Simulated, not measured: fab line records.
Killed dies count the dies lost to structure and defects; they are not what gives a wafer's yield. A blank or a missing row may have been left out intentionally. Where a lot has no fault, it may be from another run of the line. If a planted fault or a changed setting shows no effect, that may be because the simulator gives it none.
fab line records + flow sky130
record:
- lots: 15
- wafers: 45
- last-day: 51
route steps=708 shown NWELL@34 LDD_N@246 LDD_LDN@296
lots with no fault: from the same line, run without faults
start-h: hours from the record's opening day to when the first of the lot's shown wafers began + wait-h: time in hours since the lot's previous step + " unchanged from the row above + L1.1+2: a single row standing in for several wafers + - no value present, or no start provided + * or withheld: withheld + < > ~ a bound
route shown NAME@n: names a module that has steps shown in the file, with the first one's number in the route + usual: the fault-free wafers' mean and standard deviation + same: alike in all rows + chamber/n: place in a boat + sites: readings site by site + _std_site: how widely they spread, as a standard deviation + _edge_site: inner sites' mean taken away from outer sites' mean + radius-mm: for every site, how far away it sits from the centre of the wafer + mask NAME#n: copy n + behind: the most recent tool/chamber to have shaped the wafer + hold: cause of the lot's hold/its duration in hours/its outcome + device: the n, p or np transistor that did not switch + end of line: the same wafers' tests at the end of the route + a step given without rows: its recipe and nothing more + killed: the dies lost at the first sort to structure and to defects; this is not the yield of the wafer + map: shows each die of a wafer: x if killed, . if not, _ if none is there
set.NAME: setting as actually run; set.NAME@STEP: the setting as run at that earlier step + model.NAME: the simulator's own value behind a step, which no gauge read
the route's steps for a sample of lots (tables are steps, rows are wafers)
services: a tool's chamber out of use, with start hour (start-h, from the record's first day; less than 0 if before it), hours out, and reason
== steps ==
step: SKY_NWELL_THK_MEAS_02
recipe:
- reads: SiO2_of_NWELL_OXIDATION_01
usual:
- NWELL_OXIDATION_THK: 10.00/0.15
| lot.wafer | tool          | chamber | start-h | wait-h | NWELL_OXIDATION_THK[nm] |
|-----------|---------------|---------|---------|--------|-------------------------|
| L960.2    | film-metro-01 | -       | 39.29   | 0.0    | 10.34                   |
| L960.4    | "             | -       | "       | "      | 10.25                   |
| L960.5    | "             | -       | "       | "      | 10.02                   |
| L961.3    | film-metro-01 | -       | 48.07   | 0.0    | 10.16                   |
| L961.5    | "             | -       | "       | "      | 9.94                    |
| L961.6    | "             | -       | "       | "      | 10.20                   |
| L962.1    | film-metro-02 | -       | 50.80   | 0.0    | 9.84                    |
| L962.3    | "             | -       | "       | "      | 10.06                   |
| L962.5    | "             | -       | "       | "      | 10.13                   |
| L964.4    | film-metro-03 | -       | 60.87   | 0.0    | 9.92                    |
| L964.5    | "             | -       | "       | "      | 9.90                    |
| L964.6    | "             | -       | "       | "      | 9.97                    |
| L970.1    | film-metro-02 | -       | 90.47   | 0.0    | 9.79                    |
| L970.3    | "             | -       | "       | "      | 9.82                    |
| L970.4    | "             | -       | "       | "      | 9.76                    |
| L971.1    | film-metro-02 | -       | 94.22   | 0.0    | 10.20                   |
| L971.3    | "             | -       | "       | "      | 10.06                   |
| L971.4    | "             | -       | "       | "      | 10.01                   |
| L972.1    | film-metro-01 | -       | 100.45  | 0.0    | 10.25                   |
| L972.3    | "             | -       | "       | "      | 10.20                   |
| L972.5    | "             | -       | "       | "      | 10.00                   |
| L974.2    | film-metro-03 | -       | 109.21  | 0.0    | 10.12                   |
| L974.4    | "             | -       | "       | "      | 10.01                   |
| L974.6    | "             | -       | "       | "      | 10.00                   |
| L975.1    | film-metro-01 | -       | 114.94  | 0.0    | 10.11                   |
| L975.2    | "             | -       | "       | "      | 9.86                    |
| L975.3    | "             | -       | "       | "      | 10.03                   |
| L976.4    | film-metro-03 | -       | 121.39  | 0.0    | 9.97                    |
| L976.5    | "             | -       | "       | "      | 10.02                   |
| L976.6    | "             | -       | "       | "      | 10.06                   |
| L979.1    | film-metro-02 | -       | 136.09  | 0.0    | 9.91                    |
| L979.3    | "             | -       | "       | "      | 9.84                    |
| L979.4    | "             | -       | "       | "      | 10.00                   |
| L980.3    | film-metro-02 | -       | 139.81  | 0.0    | 10.02                   |
| L980.5    | "             | -       | "       | "      | 10.04                   |
| L980.6    | "             | -       | "       | "      | 10.06                   |
| L981.1    | film-metro-03 | -       | 152.32  | 0.0    | 9.70                    |
| L981.4    | "             | -       | "       | "      | 9.67                    |
| L981.5    | "             | -       | "       | "      | 9.76                    |
| L982.2    | film-metro-02 | -       | 152.33  | 0.0    | 10.06                   |
| L982.4    | "             | -       | "       | "      | 9.92                    |
| L982.5    | "             | -       | "       | "      | 10.10                   |
| L983.2    | film-metro-02 | -       | 158.90  | 0.0    | 10.14                   |
| L983.5    | "             | -       | "       | "      | 10.10                   |
| L983.6    | "             | -       | "       | "      | 9.90                    |
step: SKY_NWELL_OVL_MEAS_23
usual:
- NWELL_01_OVL: -0.1/1.4
| lot.wafer | tool       | chamber | start-h | wait-h | NWELL_01_OVL[nm] |
|-----------|------------|---------|---------|--------|------------------|
| L960.2    | overlay-01 | -       | 109.37  | -      | -0.3             |
| L960.4    | "          | -       | "       | "      | 0.3              |
| L960.5    | "          | -       | "       | "      | 1.4              |
| L961.3    | overlay-02 | -       | 120.13  | -      | -0.1             |
| L961.5    | "          | -       | "       | "      | -1.8             |
| L961.6    | "          | -       | "       | "      | -0.6             |
| L962.1    | overlay-02 | -       | 124.24  | -      | 2.8              |
| L962.3    | "          | -       | "       | "      | 0.7              |
| L962.5    | "          | -       | "       | "      | 2.0              |
| L964.4    | overlay-01 | -       | 135.79  | -      | -0.4             |
| L964.5    | "          | -       | "       | "      | -0.8             |
| L964.6    | "          | -       | "       | "      | -2.1             |
| L970.1    | overlay-02 | -       | 170.82  | -      | 0.8              |
| L970.3    | "          | -       | "       | "      | 2.0              |
| L970.4    | "          | -       | "       | "      | 2.5              |
| L971.1    | overlay-01 | -       | 176.27  | -      | 0.7              |
| L971.3    | "          | -       | "       | "      | 1.3              |
| L971.4    | "          | -       | "       | "      | 0.1              |
| L972.1    | overlay-02 | -       | 182.54  | -      | 1.5              |
| L972.3    | "          | -       | "       | "      | 2.8              |
| L972.5    | "          | -       | "       | "      | 1.7              |
| L974.2    | overlay-02 | -       | 193.50  | -      | 1.2              |
| L974.4    | "          | -       | "       | "      | 2.2              |
| L974.6    | "          | -       | "       | "      | 2.5              |
| L975.1    | overlay-02 | -       | 200.12  | -      | -1.7             |
| L975.2    | "          | -       | "       | "      | -1.7             |
| L975.3    | "          | -       | "       | "      | -0.8             |
| L976.4    | overlay-02 | -       | 208.81  | -      | 2.3              |
| L976.5    | "          | -       | "       | "      | 0.2              |
| L976.6    | "          | -       | "       | "      | 2.0              |
| L979.1    | overlay-01 | -       | 225.02  | -      | 0.0              |
| L979.3    | "          | -       | "       | "      | -0.7             |
| L979.4    | "          | -       | "       | "      | -0.2             |
| L980.3    | overlay-02 | -       | 229.53  | -      | -1.9             |
| L980.5    | "          | -       | "       | "      | -2.1             |
| L980.6    | "          | -       | "       | "      | -3.1             |
| L981.1    | overlay-02 | -       | 242.97  | -      | 0.0              |
| L981.4    | "          | -       | "       | "      | -0.5             |
| L981.5    | "          | -       | "       | "      | 0.7              |
| L982.2    | overlay-02 | -       | 243.87  | -      | 0.2              |
| L982.4    | "          | -       | "       | "      | 0.2              |
| L982.5    | "          | -       | "       | "      | -0.5             |
| L983.2    | overlay-01 | -       | 250.05  | -      | -0.5             |
| L983.5    | "          | -       | "       | "      | 0.5              |
| L983.6    | "          | -       | "       | "      | -1.6             |
step: SKY_LDD_N_IMPLANT_09
recipe:
- species: As
- energy-kev: 20
- dose-cm2: 7.5e+13
- tilt-deg: withheld
- rotation-deg: 113
usual:
- beam-energy-keV: 19.999/0.005
- beam-on-s: 10.02/0.2
| lot.wafer | tool         | chamber | start-h | wait-h | beam-energy-keV | beam-on-s |
|-----------|--------------|---------|---------|--------|-----------------|-----------|
| L960.2    | implanter-01 | 0       | 425.93  | 0.1    | 19.999          | 10.29     |
| L960.4    | "            | 0       | "       | "      | 20.009          | 10.11     |
| L960.5    | "            | 0       | "       | "      | 19.996          | 10.15     |
| L961.3    | implanter-02 | 0       | 430.55  | 0.1    | 19.992          | 9.99      |
| L961.5    | "            | 0       | "       | "      | 19.995          | 9.85      |
| L961.6    | "            | 0       | "       | "      | 19.992          | 10.11     |
| L962.1    | implanter-03 | 0       | 439.28  | 0.1    | 19.999          | 10.04     |
| L962.3    | "            | 0       | "       | "      | 19.998          | 10.26     |
| L962.5    | "            | 0       | "       | "      | 20.002          | 10.40     |
| L964.4    | implanter-02 | 0       | 460.92  | 0.1    | 19.995          | 10.01     |
| L964.5    | "            | 0       | "       | "      | 19.995          | 9.99      |
| L964.6    | "            | 0       | "       | "      | 19.994          | 9.85      |
| L970.1    | implanter-03 | -       | 508.43  | 0.1    | -               | -         |
| L970.3    | "            | -       | "       | "      | -               | -         |
| L970.4    | "            | -       | "       | "      | -               | -         |
| L971.1    | implanter-03 | -       | 525.54  | 0.1    | -               | -         |
| L971.3    | "            | -       | "       | "      | -               | -         |
| L971.4    | "            | -       | "       | "      | -               | -         |
| L972.1    | implanter-03 | -       | 529.54  | 0.1    | -               | -         |
| L972.3    | "            | -       | "       | "      | -               | -         |
| L972.5    | "            | -       | "       | "      | -               | -         |
| L974.2    | implanter-01 | 0       | 538.67  | 0.1    | 19.991          | 10.02     |
| L974.4    | "            | 0       | "       | "      | 19.999          | 10.27     |
| L974.6    | "            | 0       | "       | "      | 19.993          | 10.09     |
| L975.1    | implanter-01 | 0       | 556.43  | 0.1    | 20.007          | 10.14     |
| L975.2    | "            | 0       | "       | "      | 20.005          | 9.94      |
| L975.3    | "            | 0       | "       | "      | 19.996          | 9.73      |
| L976.4    | implanter-01 | 0       | 558.85  | 0.1    | 19.996          | 10.16     |
| L976.5    | "            | 0       | "       | "      | 20.001          | 10.20     |
| L976.6    | "            | 0       | "       | "      | 20.005          | 10.27     |
| L979.1    | implanter-03 | 0       | 584.85  | 0.1    | 20.000          | 9.65      |
| L979.3    | "            | 0       | "       | "      | 19.994          | 10.02     |
| L979.4    | "            | 0       | "       | "      | 20.005          | 9.75      |
| L980.3    | implanter-02 | 0       | 588.50  | 0.1    | 20.002          | 10.04     |
| L980.5    | "            | 0       | "       | "      | 20.002          | 10.23     |
| L980.6    | "            | 0       | "       | "      | 19.998          | 9.84      |
| L981.1    | implanter-02 | 0       | 605.19  | 0.1    | 19.998          | 10.23     |
| L981.4    | "            | 0       | "       | "      | 20.001          | 9.80      |
| L981.5    | "            | 0       | "       | "      | 19.991          | 10.12     |
| L982.2    | implanter-01 | 0       | 608.45  | 0.1    | 19.999          | 9.92      |
| L982.4    | "            | 0       | "       | "      | 19.998          | 9.90      |
| L982.5    | "            | 0       | "       | "      | 19.997          | 9.62      |
| L983.2    | implanter-02 | 0       | 619.27  | 0.1    | 20.001          | 9.74      |
| L983.5    | "            | 0       | "       | "      | 20.002          | 9.86      |
| L983.6    | "            | 0       | "       | "      | 20.003          | 9.97      |
step: SKY_LDD_N_STRIP_16
recipe:
- chemistry: O2/N2
- power-w: 1400
- pressure-mtorr: 1500
- platen-temp-c: withheld
- o2-flow-sccm: 3000
- n2-flow-sccm: 300
- overash-fraction: 0.5
usual:
- drypump-motor-current-A: 5.71/0.29
- o2-flow-sccm: 3000/9.3
- oes-product-au: 0.406/0.0042
- strip-time-to-endpoint-s: 4.298/0.018
| lot.wafer | tool            | chamber | start-h | wait-h | drypump-motor-current-A | o2-flow-sccm | oes-product-au | rf-hours-counter-h | strip-time-to-endpoint-s |
|-----------|-----------------|---------|---------|--------|-------------------------|--------------|----------------|--------------------|--------------------------|
| L960.2    | plasma-asher-02 | 0       | 426.95  | 0.1    | 5.95                    | 2993         | 0.408          | 62                 | 4.301                    |
| L960.4    | "               | 1       | "       | "      | 5.71                    | 2996         | 0.412          | -                  | 4.281                    |
| L960.5    | "               | 0       | "       | "      | 5.95                    | 2990         | 0.401          | -                  | 4.287                    |
| L961.3    | plasma-asher-04 | 0       | 431.58  | 0.1    | 6.04                    | 3015         | 0.400          | -                  | 4.304                    |
| L961.5    | "               | 0       | "       | "      | 6.03                    | 2999         | 0.409          | -                  | 4.287                    |
| L961.6    | "               | 1       | "       | "      | 5.75                    | 2996         | 0.413          | -                  | 4.325                    |
| L962.1    | plasma-asher-03 | 0       | 440.33  | 0.1    | 5.82                    | 3000         | 0.414          | 1                  | 4.316                    |
| L962.3    | "               | 1       | "       | "      | 5.20                    | 3010         | 0.406          | -                  | 4.323                    |
| L962.5    | "               | 0       | "       | "      | 5.87                    | 3004         | 0.407          | -                  | 4.341                    |
| L964.4    | plasma-asher-04 | 1       | 461.93  | 0.1    | 5.77                    | 3010         | 0.404          | -                  | 4.259                    |
| L964.5    | "               | 1       | "       | "      | 5.81                    | 3017         | 0.407          | -                  | 4.274                    |
| L964.6    | "               | 0       | "       | "      | 6.04                    | 3006         | 0.406          | -                  | 4.285                    |
| L970.1    | plasma-asher-02 | 1       | 509.48  | 0.1    | 5.75                    | 3017         | 0.408          | 71                 | 4.108                    |
| L970.3    | "               | 0       | "       | "      | 5.99                    | 2998         | 0.406          | -                  | 4.109                    |
| L970.4    | "               | 1       | "       | "      | 5.72                    | 3007         | 0.403          | -                  | 4.105                    |
| L971.1    | plasma-asher-04 | 1       | 526.59  | 0.1    | 5.77                    | 2995         | 0.409          | 40                 | 4.142                    |
| L971.3    | "               | 0       | "       | "      | 6.06                    | 2997         | 0.412          | -                  | 4.134                    |
| L971.4    | "               | 1       | "       | "      | 5.79                    | 2987         | 0.405          | -                  | 4.130                    |
| L972.1    | plasma-asher-04 | 0       | 530.59  | 0.1    | 6.01                    | 2995         | 0.406          | 41                 | 4.137                    |
| L972.3    | "               | 0       | "       | "      | 6.00                    | 3009         | 0.403          | -                  | 4.120                    |
| L972.5    | "               | 0       | "       | "      | 6.03                    | 3003         | 0.412          | -                  | 4.122                    |
| L974.2    | plasma-asher-03 | 0       | 539.70  | 0.1    | 5.85                    | 3011         | 0.411          | 12                 | 4.322                    |
| L974.4    | "               | 1       | "       | "      | 5.20                    | 3000         | 0.399          | -                  | 4.300                    |
| L974.6    | "               | 0       | "       | "      | 5.84                    | 3005         | 0.402          | -                  | 4.308                    |
| L975.1    | plasma-asher-02 | 0       | 557.48  | 0.1    | 5.97                    | 2980         | 0.412          | 74                 | 4.264                    |
| L975.2    | "               | 1       | "       | "      | 5.74                    | 3007         | 0.403          | 74                 | 4.283                    |
| L975.3    | "               | 1       | "       | "      | 5.74                    | 3007         | 0.401          | -                  | 4.283                    |
| L976.4    | plasma-asher-03 | 1       | 559.86  | 0.1    | 5.23                    | 2991         | 0.411          | -                  | 4.299                    |
| L976.5    | "               | 0       | "       | "      | 5.84                    | 3019         | 0.400          | -                  | 4.318                    |
| L976.6    | "               | 1       | "       | "      | 5.24                    | 3004         | 0.404          | -                  | 4.303                    |
| L979.1    | plasma-asher-03 | 0       | 585.90  | 0.1    | 5.82                    | 2996         | 0.398          | 17                 | 4.292                    |
| L979.3    | "               | 0       | "       | "      | 5.81                    | 3005         | 0.406          | -                  | 4.273                    |
| L979.4    | "               | 1       | "       | "      | 5.19                    | 3018         | 0.414          | -                  | 4.285                    |
| L980.3    | plasma-asher-03 | 1       | 589.53  | 0.1    | 5.20                    | 3007         | 0.412          | -                  | 4.299                    |
| L980.5    | "               | 1       | "       | "      | 5.20                    | 3009         | 0.408          | -                  | 4.280                    |
| L980.6    | "               | 0       | "       | "      | 5.86                    | 3008         | 0.397          | -                  | 4.299                    |
| L981.1    | plasma-asher-04 | 1       | 606.24  | 0.1    | 5.78                    | 3005         | 0.397          | 48                 | 4.274                    |
| L981.4    | "               | 0       | "       | "      | 6.05                    | 2994         | 0.407          | -                  | 4.262                    |
| L981.5    | "               | 1       | "       | "      | 5.78                    | 2990         | 0.409          | -                  | 4.293                    |
| L982.2    | plasma-asher-03 | 1       | 609.48  | 0.1    | 5.21                    | 2985         | 0.404          | 19                 | 4.299                    |
| L982.4    | "               | 1       | "       | "      | 5.24                    | 2992         | 0.406          | -                  | 4.307                    |
| L982.5    | "               | 1       | "       | "      | 5.21                    | 2994         | 0.407          | -                  | 4.325                    |
| L983.2    | plasma-asher-02 | 0       | 620.30  | 0.1    | 5.95                    | 2997         | 0.412          | 81                 | 4.307                    |
| L983.5    | "               | 1       | "       | "      | 5.72                    | 2993         | 0.409          | -                  | 4.292                    |
| L983.6    | "               | 0       | "       | "      | 5.95                    | 3006         | 0.401          | -                  | 4.300                    |
step: SKY_LDD_N_TW_MEAS_17
usual:
- LDD_N_TW: 2603/31
| lot.wafer | tool          | chamber | start-h | wait-h | LDD_N_TW |
|-----------|---------------|---------|---------|--------|----------|
| L960.2    | film-metro-04 | -       | 427.06  | 0.1    | 2586     |
| L960.4    | "             | -       | "       | "      | 2601     |
| L960.5    | "             | -       | "       | "      | 2583     |
| L961.3    | film-metro-02 | -       | 431.67  | 0.1    | 2638     |
| L961.5    | "             | -       | "       | "      | 2626     |
| L961.6    | "             | -       | "       | "      | 2639     |
| L962.1    | film-metro-02 | -       | 440.43  | 0.1    | 2626     |
| L962.3    | "             | -       | "       | "      | 2638     |
| L962.5    | "             | -       | "       | "      | 2625     |
| L964.4    | film-metro-02 | -       | 462.02  | 0.1    | 2638     |
| L964.5    | "             | -       | "       | "      | 2636     |
| L964.6    | "             | -       | "       | "      | 2637     |
| L970.1    | film-metro-02 | -       | 509.58  | 0.1    | 2497     |
| L970.3    | "             | -       | "       | "      | 2493     |
| L970.4    | "             | -       | "       | "      | 2481     |
| L971.1    | film-metro-04 | -       | 526.69  | 0.1    | 2452     |
| L971.3    | "             | -       | "       | "      | 2440     |
| L971.4    | "             | -       | "       | "      | 2438     |
| L972.1    | film-metro-04 | -       | 530.69  | 0.1    | 2444     |
| L972.3    | "             | -       | "       | "      | 2434     |
| L972.5    | "             | -       | "       | "      | 2447     |
| L974.2    | film-metro-02 | -       | 539.81  | 0.1    | 2634     |
| L974.4    | "             | -       | "       | "      | 2627     |
| L974.6    | "             | -       | "       | "      | 2618     |
| L975.1    | film-metro-03 | -       | 557.58  | 0.1    | 2573     |
| L975.2    | "             | -       | "       | "      | 2571     |
| L975.3    | "             | -       | "       | "      | 2578     |
| L976.4    | film-metro-04 | -       | 559.96  | 0.1    | 2566     |
| L976.5    | "             | -       | "       | "      | 2573     |
| L976.6    | "             | -       | "       | "      | 2571     |
| L979.1    | film-metro-02 | -       | 586.00  | 0.1    | 2643     |
| L979.3    | "             | -       | "       | "      | 2656     |
| L979.4    | "             | -       | "       | "      | 2649     |
| L980.3    | film-metro-04 | -       | 589.62  | 0.1    | 2579     |
| L980.5    | "             | -       | "       | "      | 2583     |
| L980.6    | "             | -       | "       | "      | 2576     |
| L981.1    | film-metro-03 | -       | 606.34  | 0.1    | 2578     |
| L981.4    | "             | -       | "       | "      | 2571     |
| L981.5    | "             | -       | "       | "      | 2554     |
| L982.2    | film-metro-02 | -       | 609.59  | 0.1    | 2628     |
| L982.4    | "             | -       | "       | "      | 2624     |
| L982.5    | "             | -       | "       | "      | 2626     |
| L983.2    | film-metro-02 | -       | 620.41  | 0.1    | 2635     |
| L983.5    | "             | -       | "       | "      | 2637     |
| L983.6    | "             | -       | "       | "      | 2630     |
step: SKY_LDD_LDN_OVL_MEAS_07
usual:
- LDD_LDN_OVL: 0.0/1.2
| lot.wafer | tool       | chamber | start-h | wait-h | LDD_LDN_OVL[nm] |
|-----------|------------|---------|---------|--------|-----------------|
| L960.2    | overlay-01 | -       | 552.00  | 0.1    | -0.3            |
| L960.4    | "          | -       | "       | "      | 0.2             |
| L960.5    | "          | -       | "       | "      | -0.4            |
| L961.3    | overlay-01 | -       | 556.85  | 0.1    | 1.0             |
| L961.5    | "          | -       | "       | "      | 2.0             |
| L961.6    | "          | -       | "       | "      | 1.2             |
| L962.1    | overlay-01 | -       | 564.36  | 0.1    | -1.5            |
| L962.3    | "          | -       | "       | "      | -1.2            |
| L962.5    | "          | -       | "       | "      | 0.5             |
| L964.4    | overlay-01 | -       | 585.98  | 0.1    | -1.6            |
| L964.5    | "          | -       | "       | "      | -1.6            |
| L964.6    | "          | -       | "       | "      | -1.8            |
| L974.2    | overlay-01 | -       | 660.46  | 0.1    | 0.6             |
| L974.4    | "          | -       | "       | "      | 0.2             |
| L974.6    | "          | -       | "       | "      | -1.1            |
| L975.1    | overlay-01 | -       | 677.41  | 0.1    | -2.4            |
| L975.2    | "          | -       | "       | "      | 0.0             |
| L975.3    | "          | -       | "       | "      | -0.7            |
| L976.4    | overlay-02 | -       | 679.56  | 0.1    | 0.8             |
| L976.5    | "          | -       | "       | "      | 1.0             |
| L976.6    | "          | -       | "       | "      | 1.6             |
| L979.1    | overlay-01 | -       | 705.31  | 0.1    | 0.5             |
| L979.3    | "          | -       | "       | "      | -1.1            |
| L979.4    | "          | -       | "       | "      | -0.5            |
| L980.3    | overlay-02 | -       | 708.63  | 0.1    | -1.5            |
| L980.5    | "          | -       | "       | "      | -1.7            |
| L980.6    | "          | -       | "       | "      | -2.3            |
| L981.1    | overlay-01 | -       | 722.91  | 0.1    | 2.1             |
| L981.4    | "          | -       | "       | "      | 1.3             |
| L981.5    | "          | -       | "       | "      | 2.1             |
| L982.2    | overlay-01 | -       | 726.25  | 0.1    | 1.6             |
| L982.4    | "          | -       | "       | "      | 2.3             |
| L982.5    | "          | -       | "       | "      | 3.6             |
| L983.2    | overlay-01 | -       | 736.12  | 0.1    | 0.7             |
| L983.5    | "          | -       | "       | "      | 0.0             |
| L983.6    | "          | -       | "       | "      | 0.0             |
== services ==
| tool            | chamber | start-h | hours | kind       |
|-----------------|---------|---------|-------|------------|
| plasma-asher-02 | -       | 402.95  | 2.7   | repair     |
| plasma-asher-03 | -       | 421.25  | 9.0   | pm         |
| plasma-asher-03 | 0       | 421.25  | 9.0   | vent-cycle |
| plasma-asher-03 | 1       | 421.25  | 9.0   | vent-cycle |
| plasma-asher-03 | -       | 421.75  | 1.0   | repair     |
| plasma-asher-03 | 0       | 430.25  | -     | clean      |
| plasma-asher-03 | 1       | 430.25  | -     | clean      |
| plasma-asher-04 | -       | 483.65  | 28.1  | pm         |
| plasma-asher-02 | -       | 494.67  | 5.6   | repair     |
| implanter-03    | -       | 495.83  | 3.3   | repair     |
| plasma-asher-02 | -       | 517.89  | 13.6  | pm         |
| implanter-01    | -       | 525.41  | 4.5   | pm         |
| implanter-01    | -       | 532.41  | 1.4   | repair     |
| implanter-01    | -       | 546.90  | 2.0   | repair     |
| implanter-01    | -       | 602.79  | 2.7   | pm         |
| implanter-03    | -       | 614.30  | 2.1   | repair     |
== key ==
first-sign:
- step: SKY_LDD_N_IMPLANT_09
- reading: tool-record
- direction: missing
effect:
- step: SKY_LDD_N_STRIP_16
- reading: strip-time-to-endpoint-s
- direction: down
- sigmas: 9.9
- usual: *
- struck: *
effect:
- step: SKY_LDD_N_TW_MEAS_17
- reading: LDD_N_TW
- direction: down
- sigmas: 4.6
- usual: 2603
- struck: 2458
met-at SKY_LDD_N_IMPLANT_09
struck-lots L970,L971,L972
later-rows-left-out L970.1,L970.3,L970.4,L971.1,L971.3,L971.4,L972.1,L972.3,L972.5
sort-left-out L970.1,L970.3,L970.4,L971.1,L971.3,L971.4,L972.1,L972.3,L972.5
tester-left-out L970,L971,L972
not-acting-at SKY_NWELL_THK_MEAS_02,SKY_NWELL_OVL_MEAS_23,SKY_LDD_LDN_OVL_MEAS_07
onset-between 439.28 508.43
fault:
- kind: skipped-step-whole
- tool: implanter-03
- chamber: -
- onset-h: 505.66
- steps: SKY_LDD_N_IMPLANT_09
- scope: struck-lots-only
tester-left-out: of these lots the tester's yield and bins aren't shown, on N5 and GAA mostly nor the transistor test; their killed dies are dies lost to structure and defects alone, not to doping, threshold or leakage, so they don't give the yield
sort-left-out: the simulated sort isn't trusted on such a fault, so these wafers' sort isn't shown, and their yield isn't known
later-rows-left-out: the simulator's readings of these wafers behind a module that went badly wrong aren't trusted and aren't shown, but for the sort
